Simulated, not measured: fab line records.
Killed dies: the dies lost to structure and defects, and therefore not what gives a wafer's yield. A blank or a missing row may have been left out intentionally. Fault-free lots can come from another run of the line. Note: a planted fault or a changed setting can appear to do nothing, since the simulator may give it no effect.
Problem report, 8D (eight disciplines) form, completed by code :: flow gf180mcu :: the parts of the form that need people (team, actions taken, sign-off) are left out

1. WHAT IS WRONG
NSD_RS at GF_PSD_RS_MEAS_14 reads a mean of 43.90 ohm/sq on 6 wafers of 3 lots; wafers without a fault read 46.18 ohm/sq with a standard deviation of 0.092. That is -25 standard deviations from the usual mean.
The step: measures by four-point-probe.
First observed at day 15 04:31: wafer L313.2, on filmMetro-01. The record holds 44 wafers of 15 lots with a number at this step. Rule for "out", or "out of limits": more than 4 standard deviations from the usual mean. The other wafers with a number count as sound.

2. WHAT IT IS; WHAT IT IS NOT
question: which readings at this step
is: NSD_RS
is not: -

question: which lots
is: L313, L314, L315
is not: L310, L311, L312, L316, L324, L325, L326, L328, L329, L330, L332, L333

question: which wafers of those lots
is: L313.2, L313.5, L314.2, L314.5, L315.2, L315.5
is not: L313.3, L314.4

question: read on which gauges
is: filmMetro-01, filmMetro-03
is not: filmMetro-02

question: when
is: from day 15 04:31
is not: up to then (10 sound wafers); but 28 sound wafers of L314, L316, L324, L325, L326, L328, L329, L330, L332, L333 came after

3. WHAT RULES OUT EACH SUSPECT
Counting: a tool at a process step up to the reading stays a suspect if it ran every lot that is out. Sound lots after the first of them don't rule it out here, since some wafers of a struck lot are sound.
- ruled out: the gauge at GF_PSD_RS_MEAS_14. 2 gauges (filmMetro-01, filmMetro-03) read the wafers that are out.
- rtpAnneal-02 at GF_PSD_RTA_13 (time 20 s): kept. It ran every lot that is out, first L313 (day 15 04:26); its last sound lot up to then is L312 (day 14 21:45). Out on those wafers are its own readings of runLengthS.
Remaining after the count: rtpAnneal-02 at GF_PSD_RTA_13.

4. THE CAUSE (what the simulator had put in)
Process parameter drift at GF_PSD_RTA_13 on rtpAnneal-02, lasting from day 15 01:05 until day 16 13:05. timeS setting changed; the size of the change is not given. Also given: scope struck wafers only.
Only this tool survived the counting.

5. SEQUENCE OF EFFECTS, ordered by route
One row per reading whose mean, taken over the struck wafers that have a number, lies over 3 standard deviations from the usual. Only readings for which the record gives a usual standard deviation are gone through. hours: the time from each lot's start at the first step in this table that gives one to its start at this step, as a median over the lots. sigmas: the change in usual standard deviations.
hours: 0
step: GF_PSD_RTA_13
reading: runLengthS
usual: 49.0 s
on struck wafers: 60.4
change: +11.4
sigmas: +23

hours: 0
step: GF_PSD_RS_MEAS_14
reading: NSD_RS
usual: 46.18 ohm/sq
on struck wafers: 43.90
change: -2.28
sigmas: -25

hours: 0
step: GF_PSD_RS_MEAS_15
reading: PSD_RS
usual: 108.62 ohm/sq
on struck wafers: 103.78
change: -4.84
sigmas: -17
Its process steps:
- GF_PSD_RTA_13: time 20 s.

6. WHAT WOULD HAVE CAUGHT IT SOONER
The first out-of-limits reading at a measuring or inspecting step in this record came at day 15 04:31, 3 hours after the fault's start at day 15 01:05.
At GF_PSD_RTA_13, the tool's own readings (runLengthS) were out on each struck wafer the step has a row for, so an alarm limit on them would have fired on the first such wafer.
Among the 3 lots that are out, L314, L315 began GF_PSD_RTA_13 on rtpAnneal-02 after day 15 04:31. A hold on the tool at that time would have spared those 2.
